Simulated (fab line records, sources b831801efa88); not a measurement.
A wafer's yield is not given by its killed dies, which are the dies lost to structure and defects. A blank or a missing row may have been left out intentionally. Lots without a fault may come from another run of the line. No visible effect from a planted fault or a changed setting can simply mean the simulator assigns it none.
A sampling plan put to the test || flow gf180mcu || each of the 52 faults these records tell of, on one fab line, judged from the records of the lots it struck
The line's own looks make up the plan; these are the steps of the route where a gauge or inspection reads the wafer and leaves it unchanged. A look is open to judgement when struck wafers have a number at it and the file gives its usual mean and standard deviation on fault-free wafers. Caught: a look later than the fault's first step finds the struck wafers' mean 4 or more of those standard deviations (sigma) from the usual mean. On the tool: the fault's steps, tested the same way using the tool's own readings. A different recipe on the struck wafers counts as caught too, as does a record blank only for those wafers.

## THE FAULTS, as the simulator had put them in
1. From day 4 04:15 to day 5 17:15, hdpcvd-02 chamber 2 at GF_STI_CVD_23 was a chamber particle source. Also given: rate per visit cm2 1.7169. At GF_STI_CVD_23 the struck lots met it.
2. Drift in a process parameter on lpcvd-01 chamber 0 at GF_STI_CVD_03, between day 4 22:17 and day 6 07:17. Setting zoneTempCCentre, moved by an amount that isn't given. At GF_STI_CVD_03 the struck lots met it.
3. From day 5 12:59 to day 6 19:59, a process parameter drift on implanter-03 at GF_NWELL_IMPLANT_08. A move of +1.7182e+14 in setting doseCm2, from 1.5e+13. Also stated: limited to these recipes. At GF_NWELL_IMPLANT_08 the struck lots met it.
4. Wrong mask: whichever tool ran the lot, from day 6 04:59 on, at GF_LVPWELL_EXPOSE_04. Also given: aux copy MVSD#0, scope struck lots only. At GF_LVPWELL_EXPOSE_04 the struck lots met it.
5. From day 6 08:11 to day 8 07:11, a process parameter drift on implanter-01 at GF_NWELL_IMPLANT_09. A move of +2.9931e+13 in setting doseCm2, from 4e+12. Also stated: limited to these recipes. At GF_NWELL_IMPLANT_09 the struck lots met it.
6. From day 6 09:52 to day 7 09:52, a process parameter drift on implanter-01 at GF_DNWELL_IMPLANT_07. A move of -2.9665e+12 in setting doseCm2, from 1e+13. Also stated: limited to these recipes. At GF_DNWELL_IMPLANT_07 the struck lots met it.
7. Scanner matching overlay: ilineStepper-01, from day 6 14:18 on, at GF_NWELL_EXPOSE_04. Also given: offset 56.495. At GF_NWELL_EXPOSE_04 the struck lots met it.
8. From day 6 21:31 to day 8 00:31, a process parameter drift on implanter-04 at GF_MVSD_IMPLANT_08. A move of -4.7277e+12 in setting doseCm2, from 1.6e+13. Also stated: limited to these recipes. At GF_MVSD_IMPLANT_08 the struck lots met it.
9. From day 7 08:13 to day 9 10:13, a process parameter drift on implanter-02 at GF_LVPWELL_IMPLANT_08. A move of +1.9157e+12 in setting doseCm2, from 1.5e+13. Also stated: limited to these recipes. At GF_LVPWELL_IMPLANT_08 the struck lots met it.
10. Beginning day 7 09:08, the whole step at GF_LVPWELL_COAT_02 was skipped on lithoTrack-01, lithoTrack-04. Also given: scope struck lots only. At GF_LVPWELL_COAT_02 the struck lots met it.
11. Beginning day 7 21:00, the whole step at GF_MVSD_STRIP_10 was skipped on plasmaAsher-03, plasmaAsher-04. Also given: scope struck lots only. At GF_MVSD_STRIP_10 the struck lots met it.
12. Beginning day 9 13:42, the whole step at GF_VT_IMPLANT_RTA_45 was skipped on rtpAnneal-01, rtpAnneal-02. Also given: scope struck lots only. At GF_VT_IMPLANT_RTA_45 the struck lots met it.
13. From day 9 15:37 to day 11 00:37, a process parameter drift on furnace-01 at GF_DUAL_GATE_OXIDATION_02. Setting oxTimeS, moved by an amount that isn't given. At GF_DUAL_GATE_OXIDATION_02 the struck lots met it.
14. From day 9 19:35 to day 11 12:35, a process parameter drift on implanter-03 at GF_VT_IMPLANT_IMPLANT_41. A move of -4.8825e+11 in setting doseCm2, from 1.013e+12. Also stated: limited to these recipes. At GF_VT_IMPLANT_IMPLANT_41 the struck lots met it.
15. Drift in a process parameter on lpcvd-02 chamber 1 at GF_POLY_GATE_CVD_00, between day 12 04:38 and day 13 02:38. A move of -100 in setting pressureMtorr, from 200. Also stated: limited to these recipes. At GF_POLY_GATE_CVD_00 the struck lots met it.
16. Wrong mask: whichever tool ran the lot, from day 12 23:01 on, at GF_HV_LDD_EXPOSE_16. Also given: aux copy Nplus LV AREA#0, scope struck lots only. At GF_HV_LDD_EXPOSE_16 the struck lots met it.
17. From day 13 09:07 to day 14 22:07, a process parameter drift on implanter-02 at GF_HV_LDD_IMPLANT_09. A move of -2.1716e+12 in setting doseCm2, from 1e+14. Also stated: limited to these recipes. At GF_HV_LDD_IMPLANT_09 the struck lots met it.
18. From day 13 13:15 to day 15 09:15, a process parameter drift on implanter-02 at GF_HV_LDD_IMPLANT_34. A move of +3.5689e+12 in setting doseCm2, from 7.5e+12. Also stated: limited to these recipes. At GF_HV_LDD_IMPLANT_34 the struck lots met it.
19. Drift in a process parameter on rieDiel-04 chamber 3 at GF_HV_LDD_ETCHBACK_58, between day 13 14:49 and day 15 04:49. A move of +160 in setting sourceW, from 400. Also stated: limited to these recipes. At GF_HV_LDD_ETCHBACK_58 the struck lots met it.
20. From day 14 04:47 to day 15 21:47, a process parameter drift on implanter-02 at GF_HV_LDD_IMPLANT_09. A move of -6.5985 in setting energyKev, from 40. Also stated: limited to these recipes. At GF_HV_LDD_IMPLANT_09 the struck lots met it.
21. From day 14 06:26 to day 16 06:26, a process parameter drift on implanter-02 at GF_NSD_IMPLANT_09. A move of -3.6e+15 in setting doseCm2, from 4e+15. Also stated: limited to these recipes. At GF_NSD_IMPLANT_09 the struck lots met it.
22. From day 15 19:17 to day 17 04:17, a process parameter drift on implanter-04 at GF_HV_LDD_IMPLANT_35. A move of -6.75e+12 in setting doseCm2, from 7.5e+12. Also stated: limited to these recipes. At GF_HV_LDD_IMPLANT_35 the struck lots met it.
23. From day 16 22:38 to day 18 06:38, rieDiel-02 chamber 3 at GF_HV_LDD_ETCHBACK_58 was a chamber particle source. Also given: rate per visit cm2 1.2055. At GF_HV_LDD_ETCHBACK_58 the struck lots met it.
24. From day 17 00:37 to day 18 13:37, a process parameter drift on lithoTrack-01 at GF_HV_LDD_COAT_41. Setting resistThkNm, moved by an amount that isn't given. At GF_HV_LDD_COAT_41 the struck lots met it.
25. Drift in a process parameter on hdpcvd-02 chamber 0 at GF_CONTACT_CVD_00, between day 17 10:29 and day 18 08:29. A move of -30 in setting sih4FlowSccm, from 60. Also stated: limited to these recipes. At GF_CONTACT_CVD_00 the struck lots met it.
26. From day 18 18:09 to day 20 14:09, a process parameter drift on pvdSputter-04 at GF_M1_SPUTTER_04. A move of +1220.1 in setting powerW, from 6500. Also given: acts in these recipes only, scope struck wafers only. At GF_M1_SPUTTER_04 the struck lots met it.
27. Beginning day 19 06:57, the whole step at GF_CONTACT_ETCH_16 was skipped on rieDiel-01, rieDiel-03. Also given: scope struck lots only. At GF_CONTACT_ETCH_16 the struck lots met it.
28. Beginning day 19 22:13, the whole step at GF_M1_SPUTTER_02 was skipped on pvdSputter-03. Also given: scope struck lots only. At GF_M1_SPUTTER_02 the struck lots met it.
29. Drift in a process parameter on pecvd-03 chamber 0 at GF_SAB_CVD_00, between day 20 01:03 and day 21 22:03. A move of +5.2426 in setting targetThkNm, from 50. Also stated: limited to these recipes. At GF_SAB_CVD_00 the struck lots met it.
30. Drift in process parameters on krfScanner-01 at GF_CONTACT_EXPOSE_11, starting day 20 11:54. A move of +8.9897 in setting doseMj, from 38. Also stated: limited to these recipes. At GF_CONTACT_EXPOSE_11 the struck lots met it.
31. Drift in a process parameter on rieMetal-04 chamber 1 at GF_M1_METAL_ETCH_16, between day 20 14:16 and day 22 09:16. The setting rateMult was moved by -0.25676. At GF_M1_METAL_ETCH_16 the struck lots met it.
32. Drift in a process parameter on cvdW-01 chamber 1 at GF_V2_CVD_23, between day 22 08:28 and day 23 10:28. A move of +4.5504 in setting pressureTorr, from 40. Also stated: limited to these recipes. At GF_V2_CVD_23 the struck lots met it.
33. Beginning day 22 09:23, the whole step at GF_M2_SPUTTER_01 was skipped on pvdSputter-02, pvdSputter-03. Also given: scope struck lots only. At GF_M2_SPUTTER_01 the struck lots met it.
34. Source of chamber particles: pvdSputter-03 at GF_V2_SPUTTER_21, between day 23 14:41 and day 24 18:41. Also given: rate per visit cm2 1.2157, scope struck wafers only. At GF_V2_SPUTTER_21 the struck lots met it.
35. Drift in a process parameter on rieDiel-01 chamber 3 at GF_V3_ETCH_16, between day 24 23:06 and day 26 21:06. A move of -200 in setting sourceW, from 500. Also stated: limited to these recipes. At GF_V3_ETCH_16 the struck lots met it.
36. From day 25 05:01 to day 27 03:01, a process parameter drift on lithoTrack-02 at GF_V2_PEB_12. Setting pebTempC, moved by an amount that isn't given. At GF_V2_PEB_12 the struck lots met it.
37. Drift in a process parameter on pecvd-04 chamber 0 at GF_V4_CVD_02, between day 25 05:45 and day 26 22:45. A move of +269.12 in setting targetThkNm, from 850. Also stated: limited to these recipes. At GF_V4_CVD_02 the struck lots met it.
38. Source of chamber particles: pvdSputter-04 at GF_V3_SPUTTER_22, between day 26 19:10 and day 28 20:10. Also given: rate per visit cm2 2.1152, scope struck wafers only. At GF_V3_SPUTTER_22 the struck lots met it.
39. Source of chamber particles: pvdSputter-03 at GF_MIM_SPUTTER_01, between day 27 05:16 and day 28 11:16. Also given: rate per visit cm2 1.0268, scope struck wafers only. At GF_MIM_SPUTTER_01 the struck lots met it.
40. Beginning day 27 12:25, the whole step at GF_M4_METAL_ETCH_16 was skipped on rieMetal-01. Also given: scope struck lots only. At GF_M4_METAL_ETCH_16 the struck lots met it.
41. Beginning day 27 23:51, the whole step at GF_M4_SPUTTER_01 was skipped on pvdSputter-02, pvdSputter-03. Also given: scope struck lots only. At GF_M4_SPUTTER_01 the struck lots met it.
42. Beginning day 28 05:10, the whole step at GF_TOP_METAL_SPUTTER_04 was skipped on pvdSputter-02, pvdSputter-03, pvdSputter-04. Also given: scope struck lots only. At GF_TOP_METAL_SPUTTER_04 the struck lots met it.
43. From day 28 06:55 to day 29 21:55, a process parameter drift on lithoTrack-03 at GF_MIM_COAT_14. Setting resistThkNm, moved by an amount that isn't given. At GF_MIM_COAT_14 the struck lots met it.
44. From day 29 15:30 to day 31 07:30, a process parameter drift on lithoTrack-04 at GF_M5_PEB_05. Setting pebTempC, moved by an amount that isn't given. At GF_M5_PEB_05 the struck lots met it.
45. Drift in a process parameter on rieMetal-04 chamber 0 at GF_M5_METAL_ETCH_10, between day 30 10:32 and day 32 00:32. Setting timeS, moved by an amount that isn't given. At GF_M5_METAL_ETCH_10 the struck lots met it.
46. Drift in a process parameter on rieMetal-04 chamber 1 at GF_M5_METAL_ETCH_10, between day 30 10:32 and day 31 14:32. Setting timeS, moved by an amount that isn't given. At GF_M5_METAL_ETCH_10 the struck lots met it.
47. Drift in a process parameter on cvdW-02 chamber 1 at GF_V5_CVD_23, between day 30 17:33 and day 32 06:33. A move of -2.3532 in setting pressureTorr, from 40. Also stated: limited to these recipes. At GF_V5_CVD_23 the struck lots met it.
48. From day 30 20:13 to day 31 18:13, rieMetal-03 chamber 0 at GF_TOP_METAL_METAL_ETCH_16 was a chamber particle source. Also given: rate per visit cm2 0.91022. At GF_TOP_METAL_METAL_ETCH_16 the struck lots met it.
49. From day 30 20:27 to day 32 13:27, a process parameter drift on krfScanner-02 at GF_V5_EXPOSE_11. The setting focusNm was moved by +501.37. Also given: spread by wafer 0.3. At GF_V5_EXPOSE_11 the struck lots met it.
50. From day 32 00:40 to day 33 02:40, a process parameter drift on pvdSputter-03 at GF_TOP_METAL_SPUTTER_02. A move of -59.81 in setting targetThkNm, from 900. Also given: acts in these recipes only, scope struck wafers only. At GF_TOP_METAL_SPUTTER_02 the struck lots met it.
51. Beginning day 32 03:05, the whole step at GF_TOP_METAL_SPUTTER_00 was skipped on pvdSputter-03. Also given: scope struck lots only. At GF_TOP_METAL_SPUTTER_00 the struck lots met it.
52. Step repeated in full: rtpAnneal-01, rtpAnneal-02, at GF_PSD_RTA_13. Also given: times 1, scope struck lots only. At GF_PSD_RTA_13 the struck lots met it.

## WHAT THE PLAN SAW
{"fault": 1, "on the tool itself": "under 2 sigma", "first look that catches it": "not the one look that can be judged after it", "reading, sigma": "-", "median hours from its first step to that look": "-", "hours from the fault's start to the first struck lot there": "-", "judged looks passed uncaught": 1}
{"fault": 2, "on the tool itself": "spikeTcCentreC +7.1 sigma", "first look that catches it": "GF_STI_THK_MEAS_04", "reading, sigma": "STI_CVD_03_THK +5.0", "median hours from its first step to that look": 2.0, "hours from the fault's start to the first struck lot there": 5, "judged looks passed uncaught": 0}
{"fault": 3, "on the tool itself": "doseIonsCm2 +99 or beyond sigma", "first look that catches it": "GF_NWELL_TW_MEAS_11", "reading, sigma": "NWELL_TW +99 or beyond", "median hours from its first step to that look": 0.4, "hours from the fault's start to the first struck lot there": 5, "judged looks passed uncaught": 0}
{"fault": 4, "on the tool itself": "no reading that can be judged", "first look that catches it": "GF_LVPWELL_TW_MEAS_11", "reading, sigma": "LVPWELL_TW -99 or beyond", "median hours from its first step to that look": 7.7, "hours from the fault's start to the first struck lot there": 11, "judged looks passed uncaught": 0}
{"fault": 5, "on the tool itself": "doseIonsCm2 +99 or beyond sigma", "first look that catches it": "GF_NWELL_TW_MEAS_11", "reading, sigma": "NWELL_TW +35", "median hours from its first step to that look": 0.2, "hours from the fault's start to the first struck lot there": 8, "judged looks passed uncaught": 0}
{"fault": 6, "on the tool itself": "doseIonsCm2 -99 or beyond sigma", "first look that catches it": "GF_DNWELL_TW_MEAS_09", "reading, sigma": "DNWELL_TW -13", "median hours from its first step to that look": 0.2, "hours from the fault's start to the first struck lot there": 2, "judged looks passed uncaught": 0}
{"fault": 7, "on the tool itself": "no reading that can be judged", "first look that catches it": "GF_NWELL_OVL_MEAS_07", "reading, sigma": "NWELL_OVL +42", "median hours from its first step to that look": 7.8, "hours from the fault's start to the first struck lot there": 13, "judged looks passed uncaught": 0}
{"fault": 8, "on the tool itself": "doseIonsCm2 -99 or beyond sigma", "first look that catches it": "GF_MVSD_TW_MEAS_11", "reading, sigma": "MVSD_TW -14", "median hours from its first step to that look": 0.4, "hours from the fault's start to the first struck lot there": 3, "judged looks passed uncaught": 0}
{"fault": 9, "on the tool itself": "doseIonsCm2 +99 or beyond sigma", "first look that catches it": "GF_LVPWELL_TW_MEAS_11", "reading, sigma": "LVPWELL_TW +4.1", "median hours from its first step to that look": 0.4, "hours from the fault's start to the first struck lot there": 7, "judged looks passed uncaught": 0}
{"fault": 10, "on the tool itself": "the tool's record is blank for the struck wafers", "first look that catches it": "GF_MVPSD_TW_MEAS_11", "reading, sigma": "MVPSD_TW +30", "median hours from its first step to that look": 41.8, "hours from the fault's start to the first struck lot there": 44, "judged looks passed uncaught": 1}
{"fault": 11, "on the tool itself": "the tool's record is blank for the struck wafers", "first look that catches it": "GF_MVPSD_TW_MEAS_11", "reading, sigma": "MVPSD_TW -99 or beyond", "median hours from its first step to that look": 17.1, "hours from the fault's start to the first struck lot there": 20, "judged looks passed uncaught": 1}
{"fault": 12, "on the tool itself": "the tool's record is blank for the struck wafers", "first look that catches it": "GF_VT_IMPLANT_RS_MEAS_46", "reading, sigma": "MVSD_RS -99 or beyond", "median hours from its first step to that look": 0.1, "hours from the fault's start to the first struck lot there": 2, "judged looks passed uncaught": 0}
{"fault": 13, "on the tool itself": "no reading that can be judged", "first look that catches it": "GF_DUAL_GATE_THK_MEAS_03", "reading, sigma": "DUAL_GATE_OXIDATION_00_THK +5.3", "median hours from its first step to that look": 1.5, "hours from the fault's start to the first struck lot there": 4, "judged looks passed uncaught": 0}
{"fault": 14, "on the tool itself": "doseIonsCm2 -99 or beyond sigma", "first look that catches it": "GF_VT_IMPLANT_TW_MEAS_43", "reading, sigma": "VT_IMPLANT_4_TW -38", "median hours from its first step to that look": 0.2, "hours from the fault's start to the first struck lot there": 4, "judged looks passed uncaught": 0}
{"fault": 15, "on the tool itself": "pressureMtorr -99 or beyond sigma", "first look that catches it": "GF_POLY_GATE_THK_MEAS_01", "reading, sigma": "POLY_GATE_CVD_00_THK -34", "median hours from its first step to that look": 1.3, "hours from the fault's start to the first struck lot there": 11, "judged looks passed uncaught": 0}
{"fault": 16, "on the tool itself": "under 2 sigma", "first look that catches it": "GF_HV_LDD_TW_MEAS_23", "reading, sigma": "HV_LDD_2_TW -99 or beyond", "median hours from its first step to that look": 10.3, "hours from the fault's start to the first struck lot there": 14, "judged looks passed uncaught": 0}
{"fault": 17, "on the tool itself": "doseIonsCm2 -21 sigma", "first look that catches it": "GF_HV_LDD_RS_MEAS_53", "reading, sigma": "HV_LDD_RS +4.3", "median hours from its first step to that look": 67.4, "hours from the fault's start to the first struck lot there": 80, "judged looks passed uncaught": 0}
{"fault": 18, "on the tool itself": "doseIonsCm2 +99 or beyond sigma", "first look that catches it": "GF_HV_LDD_TW_MEAS_38", "reading, sigma": "HV_LDD_3_TW +5.6", "median hours from its first step to that look": 0.5, "hours from the fault's start to the first struck lot there": 21, "judged looks passed uncaught": 0}
{"fault": 19, "on the tool itself": "rfFwdPowerW +99 or beyond sigma", "first look that catches it": "none of the 6 looks that can be judged after it", "reading, sigma": "-", "median hours from its first step to that look": "-", "hours from the fault's start to the first struck lot there": "-", "judged looks passed uncaught": 6}
{"fault": 20, "on the tool itself": "beamEnergyKeV -99 or beyond sigma", "first look that catches it": "GF_HV_LDD_TW_MEAS_11", "reading, sigma": "HV_LDD_TW -7.3", "median hours from its first step to that look": 0.2, "hours from the fault's start to the first struck lot there": 7, "judged looks passed uncaught": 0}
{"fault": 21, "on the tool itself": "doseIonsCm2 -99 or beyond sigma", "first look that catches it": "GF_NSD_TW_MEAS_12", "reading, sigma": "NSD_TW -15", "median hours from its first step to that look": 0.4, "hours from the fault's start to the first struck lot there": 3, "judged looks passed uncaught": 0}
{"fault": 22, "on the tool itself": "doseIonsCm2 -99 or beyond sigma", "first look that catches it": "GF_HV_LDD_TW_MEAS_38", "reading, sigma": "HV_LDD_3_TW -9.8", "median hours from its first step to that look": 0.7, "hours from the fault's start to the first struck lot there": 13, "judged looks passed uncaught": 0}
{"fault": 23, "on the tool itself": "under 2 sigma", "first look that catches it": "none of the 2 looks that can be judged after it", "reading, sigma": "-", "median hours from its first step to that look": "-", "hours from the fault's start to the first struck lot there": "-", "judged looks passed uncaught": 2}
{"fault": 24, "on the tool itself": "no reading that can be judged", "first look that catches it": "GF_HV_LDD_CD_MEAS_46", "reading, sigma": "cdNm +99 or beyond", "median hours from its first step to that look": 11.8, "hours from the fault's start to the first struck lot there": 17, "judged looks passed uncaught": 0}
{"fault": 25, "on the tool itself": "sih4FlowSccm -99 or beyond sigma", "first look that catches it": "GF_CONTACT_THK_MEAS_01", "reading, sigma": "CONTACT_CVD_00_THK -52", "median hours from its first step to that look": 0.0, "hours from the fault's start to the first struck lot there": 6, "judged looks passed uncaught": 0}
{"fault": 26, "on the tool itself": "cathodeDcPowerW +99 or beyond sigma", "first look that catches it": "none of the 7 looks that can be judged after it", "reading, sigma": "-", "median hours from its first step to that look": "-", "hours from the fault's start to the first struck lot there": "-", "judged looks passed uncaught": 7}
{"fault": 27, "on the tool itself": "the tool's record is blank for the struck wafers", "first look that catches it": "no look after it can be judged", "reading, sigma": "-", "median hours from its first step to that look": "-", "hours from the fault's start to the first struck lot there": "-", "judged looks passed uncaught": 0}
{"fault": 28, "on the tool itself": "the tool's record is blank for the struck wafers", "first look that catches it": "GF_M1_RS_MEAS_05", "reading, sigma": "M1_ALCU_RS +99 or beyond", "median hours from its first step to that look": 0.1, "hours from the fault's start to the first struck lot there": 5, "judged looks passed uncaught": 0}
{"fault": 29, "on the tool itself": "under 2 sigma", "first look that catches it": "GF_SAB_THK_MEAS_01", "reading, sigma": "SAB_CVD_00_THK +7.4", "median hours from its first step to that look": 0.0, "hours from the fault's start to the first struck lot there": 3, "judged looks passed uncaught": 0}
{"fault": 30, "on the tool itself": "exposureDoseMJCm2 +99 or beyond sigma", "first look that catches it": "GF_CONTACT_CD_MEAS_14", "reading, sigma": "cdNm +21", "median hours from its first step to that look": 11.7, "hours from the fault's start to the first struck lot there": 16, "judged looks passed uncaught": 0}
{"fault": 31, "on the tool itself": "oesProductAu -19 sigma", "first look that catches it": "no look after it can be judged", "reading, sigma": "-", "median hours from its first step to that look": "-", "hours from the fault's start to the first struck lot there": "-", "judged looks passed uncaught": 0}
{"fault": 32, "on the tool itself": "chamberPressureTorr +46 sigma", "first look that catches it": "GF_V2_RS_MEAS_24", "reading, sigma": "V2_W_RS -5.6", "median hours from its first step to that look": 0.1, "hours from the fault's start to the first struck lot there": 15, "judged looks passed uncaught": 0}
{"fault": 33, "on the tool itself": "the tool's record is blank for the struck wafers", "first look that catches it": "not the one look that can be judged after it", "reading, sigma": "-", "median hours from its first step to that look": "-", "hours from the fault's start to the first struck lot there": "-", "judged looks passed uncaught": 1}
{"fault": 34, "on the tool itself": "under 2 sigma", "first look that catches it": "no look after it can be judged", "reading, sigma": "-", "median hours from its first step to that look": "-", "hours from the fault's start to the first struck lot there": "-", "judged looks passed uncaught": 0}
{"fault": 35, "on the tool itself": "rfFwdPowerW -90 sigma", "first look that catches it": "no look after it can be judged", "reading, sigma": "-", "median hours from its first step to that look": "-", "hours from the fault's start to the first struck lot there": "-", "judged looks passed uncaught": 0}
{"fault": 36, "on the tool itself": "heaterPowerTotalW +14 sigma", "first look that catches it": "not the one look that can be judged after it", "reading, sigma": "strongest: cdNm at GF_V2_CD_MEAS_14, +2.7", "median hours from its first step to that look": "-", "hours from the fault's start to the first struck lot there": "-", "judged looks passed uncaught": 1}
{"fault": 37, "on the tool itself": "under 2 sigma", "first look that catches it": "GF_V4_THK_MEAS_03", "reading, sigma": "V4_CVD_02_THK +27", "median hours from its first step to that look": 0.1, "hours from the fault's start to the first struck lot there": 4, "judged looks passed uncaught": 0}
{"fault": 38, "on the tool itself": "under 2 sigma", "first look that catches it": "not the one look that can be judged after it", "reading, sigma": "-", "median hours from its first step to that look": "-", "hours from the fault's start to the first struck lot there": "-", "judged looks passed uncaught": 1}
{"fault": 39, "on the tool itself": "under 2 sigma", "first look that catches it": "no look after it can be judged", "reading, sigma": "-", "median hours from its first step to that look": "-", "hours from the fault's start to the first struck lot there": "-", "judged looks passed uncaught": 0}
{"fault": 40, "on the tool itself": "the tool's record is blank for the struck wafers", "first look that catches it": "no look after it can be judged", "reading, sigma": "-", "median hours from its first step to that look": "-", "hours from the fault's start to the first struck lot there": "-", "judged looks passed uncaught": 0}
{"fault": 41, "on the tool itself": "the tool's record is blank for the struck wafers", "first look that catches it": "no look after it can be judged", "reading, sigma": "-", "median hours from its first step to that look": "-", "hours from the fault's start to the first struck lot there": "-", "judged looks passed uncaught": 0}
{"fault": 42, "on the tool itself": "the tool's record is blank for the struck wafers", "first look that catches it": "GF_TOP_METAL_THK_MEAS_06", "reading, sigma": "TOP_METAL_ALCU_THK +7.0", "median hours from its first step to that look": 1.8, "hours from the fault's start to the first struck lot there": 2, "judged looks passed uncaught": 0}
{"fault": 43, "on the tool itself": "no reading that can be judged", "first look that catches it": "no look after it can be judged", "reading, sigma": "-", "median hours from its first step to that look": "-", "hours from the fault's start to the first struck lot there": "-", "judged looks passed uncaught": 0}
{"fault": 44, "on the tool itself": "heaterPowerTotalW -63 sigma", "first look that catches it": "GF_M5_CD_MEAS_07", "reading, sigma": "cdNm +18", "median hours from its first step to that look": 0.4, "hours from the fault's start to the first struck lot there": 8, "judged looks passed uncaught": 0}
{"fault": 45, "on the tool itself": "runLengthS +34 sigma", "first look that catches it": "no look after it can be judged", "reading, sigma": "-", "median hours from its first step to that look": "-", "hours from the fault's start to the first struck lot there": "-", "judged looks passed uncaught": 0}
{"fault": 46, "on the tool itself": "runLengthS +23 sigma", "first look that catches it": "not the one look that can be judged after it", "reading, sigma": "-", "median hours from its first step to that look": "-", "hours from the fault's start to the first struck lot there": "-", "judged looks passed uncaught": 1}
{"fault": 47, "on the tool itself": "chamberPressureTorr -27 sigma", "first look that catches it": "GF_V5_RS_MEAS_24", "reading, sigma": "V5_W_RS +4.5", "median hours from its first step to that look": 0.1, "hours from the fault's start to the first struck lot there": 3, "judged looks passed uncaught": 0}
{"fault": 48, "on the tool itself": "under 2 sigma", "first look that catches it": "no look after it can be judged", "reading, sigma": "-", "median hours from its first step to that look": "-", "hours from the fault's start to the first struck lot there": "-", "judged looks passed uncaught": 0}
{"fault": 49, "on the tool itself": "exposureDoseMJCm2 -19 sigma", "first look that catches it": "GF_V5_CD_MEAS_14", "reading, sigma": "cdNm +6.2", "median hours from its first step to that look": 7.8, "hours from the fault's start to the first struck lot there": 48, "judged looks passed uncaught": 0}
{"fault": 50, "on the tool itself": "under 2 sigma", "first look that catches it": "GF_TOP_METAL_RS_MEAS_05", "reading, sigma": "TOP_METAL_ALCU_RS +9.8", "median hours from its first step to that look": 0.2, "hours from the fault's start to the first struck lot there": 5, "judged looks passed uncaught": 0}
{"fault": 51, "on the tool itself": "the tool's record is blank for the struck wafers", "first look that catches it": "no look after it can be judged", "reading, sigma": "-", "median hours from its first step to that look": "-", "hours from the fault's start to the first struck lot there": "-", "judged looks passed uncaught": 0}
{"fault": 52, "on the tool itself": "under 2 sigma", "first look that catches it": "not the one look that can be judged after it", "reading, sigma": "-", "median hours from its first step to that look": "-", "hours from the fault's start to the first struck lot there": "-", "judged looks passed uncaught": 1}
A dash: this means the fault isn't caught or the number doesn't appear in these records.

Caught at a look: 32 of 52. Caught on the tool: 36 of 52. By one or the other: 44 of 52.
Faults 19, 26, 27, 31, 33, 35, 36, 40, 41, 45, 46, 51 were caught on the tool alone.
Caught at a look alone: faults 4, 7, 13, 16, 24, 29, 37, 50.
Caught by neither: faults 1, 23, 34, 38, 39, 43, 48, 52.

## THINNER SAMPLING
Were the look that catches a fault to measure just every second or every third lot (counted by lot number), the first struck lot would, at worst, be measured this late:
{"fault": 2, "struck lots at that look, in order of time": "L149", "every lot": "5 h", "every second lot": "may miss it", "every third lot": "may miss it"}
{"fault": 3, "struck lots at that look, in order of time": "L525, L527", "every lot": "5 h", "every second lot": "may miss all 2", "every third lot": "may miss all 2"}
{"fault": 4, "struck lots at that look, in order of time": "L653", "every lot": "11 h", "every second lot": "may miss it", "every third lot": "may miss it"}
{"fault": 5, "struck lots at that look, in order of time": "L155, L158, L159", "every lot": "8 h", "every second lot": "25 h", "every third lot": "may miss all 3"}
{"fault": 6, "struck lots at that look, in order of time": "L866, L869", "every lot": "2 h", "every second lot": "18 h", "every third lot": "may miss all 2"}
{"fault": 7, "struck lots at that look, in order of time": "L213, L214, L215, L218", "every lot": "13 h", "every second lot": "18 h", "every third lot": "24 h"}
{"fault": 8, "struck lots at that look, in order of time": "L986, L987", "every lot": "3 h", "every second lot": "9 h", "every third lot": "may miss all 2"}
{"fault": 9, "struck lots at that look, in order of time": "L859, L860", "every lot": "7 h", "every second lot": "12 h", "every third lot": "may miss all 2"}
{"fault": 10, "struck lots at that look, in order of time": "L813, L814", "every lot": "44 h", "every second lot": "50 h", "every third lot": "may miss all 2"}
{"fault": 11, "struck lots at that look, in order of time": "L678, L679", "every lot": "20 h", "every second lot": "28 h", "every third lot": "may miss all 2"}
{"fault": 12, "struck lots at that look, in order of time": "L899, L900, L901", "every lot": "2 h", "every second lot": "10 h", "every third lot": "16 h"}
{"fault": 13, "struck lots at that look, in order of time": "L789, L791, L793", "every lot": "4 h", "every second lot": "may miss all 3", "every third lot": "30 h"}
{"fault": 14, "struck lots at that look, in order of time": "L279, L283", "every lot": "4 h", "every second lot": "may miss all 2", "every third lot": "may miss all 2"}
{"fault": 15, "struck lots at that look, in order of time": "L200, L201", "every lot": "11 h", "every second lot": "21 h", "every third lot": "may miss all 2"}
{"fault": 16, "struck lots at that look, in order of time": "L474", "every lot": "14 h", "every second lot": "may miss it", "every third lot": "may miss it"}
{"fault": 17, "struck lots at that look, in order of time": "L515, L517", "every lot": "80 h", "every second lot": "may miss all 2", "every third lot": "may miss all 2"}
{"fault": 18, "struck lots at that look, in order of time": "L522, L523", "every lot": "21 h", "every second lot": "26 h", "every third lot": "may miss all 2"}
{"fault": 20, "struck lots at that look, in order of time": "L421, L422", "every lot": "7 h", "every second lot": "17 h", "every third lot": "may miss all 2"}
{"fault": 21, "struck lots at that look, in order of time": "L115, L116", "every lot": "3 h", "every second lot": "8 h", "every third lot": "may miss all 2"}
{"fault": 22, "struck lots at that look, in order of time": "L572, L573", "every lot": "13 h", "every second lot": "24 h", "every third lot": "may miss all 2"}
{"fault": 24, "struck lots at that look, in order of time": "L475", "every lot": "17 h", "every second lot": "may miss it", "every third lot": "may miss it"}
{"fault": 25, "struck lots at that look, in order of time": "L794, L795", "every lot": "6 h", "every second lot": "17 h", "every third lot": "may miss all 2"}
{"fault": 28, "struck lots at that look, in order of time": "L833, L834, L835", "every lot": "5 h", "every second lot": "13 h", "every third lot": "23 h"}
{"fault": 29, "struck lots at that look, in order of time": "L136, L138", "every lot": "3 h", "every second lot": "may miss all 2", "every third lot": "may miss all 2"}
{"fault": 30, "struck lots at that look, in order of time": "L448, L449, L452, L454", "every lot": "16 h", "every second lot": "26 h", "every third lot": "may miss all 4"}
{"fault": 32, "struck lots at that look, in order of time": "L475, L476", "every lot": "15 h", "every second lot": "25 h", "every third lot": "may miss all 2"}
{"fault": 37, "struck lots at that look, in order of time": "L386, L387", "every lot": "4 h", "every second lot": "17 h", "every third lot": "may miss all 2"}
{"fault": 42, "struck lots at that look, in order of time": "L130, L131, L132", "every lot": "2 h", "every second lot": "9 h", "every third lot": "17 h"}
{"fault": 44, "struck lots at that look, in order of time": "L191, L193, L195", "every lot": "8 h", "every second lot": "may miss all 3", "every third lot": "37 h"}
{"fault": 47, "struck lots at that look, in order of time": "L765, L767", "every lot": "3 h", "every second lot": "may miss all 2", "every third lot": "may miss all 2"}
{"fault": 49, "struck lots at that look, in order of time": "L641", "every lot": "48 h", "every second lot": "may miss it", "every third lot": "may miss it"}
{"fault": 50, "struck lots at that look, in order of time": "L700, L701", "every lot": "5 h", "every second lot": "8 h", "every third lot": "may miss all 2"}
Hours are from the fault's start to the first struck lot that is measured. The test against the limit of 4 sigma pooled every struck wafer, which means one lot taken alone may stay below that limit. Other struck lots may not be in these records.

## THE LONGEST TIMED WAY FROM STEP TO LOOK
Fault 17: median gap of 67.4 hours between GF_HV_LDD_IMPLANT_09 and GF_HV_LDD_RS_MEAS_53. No look between them can be judged.
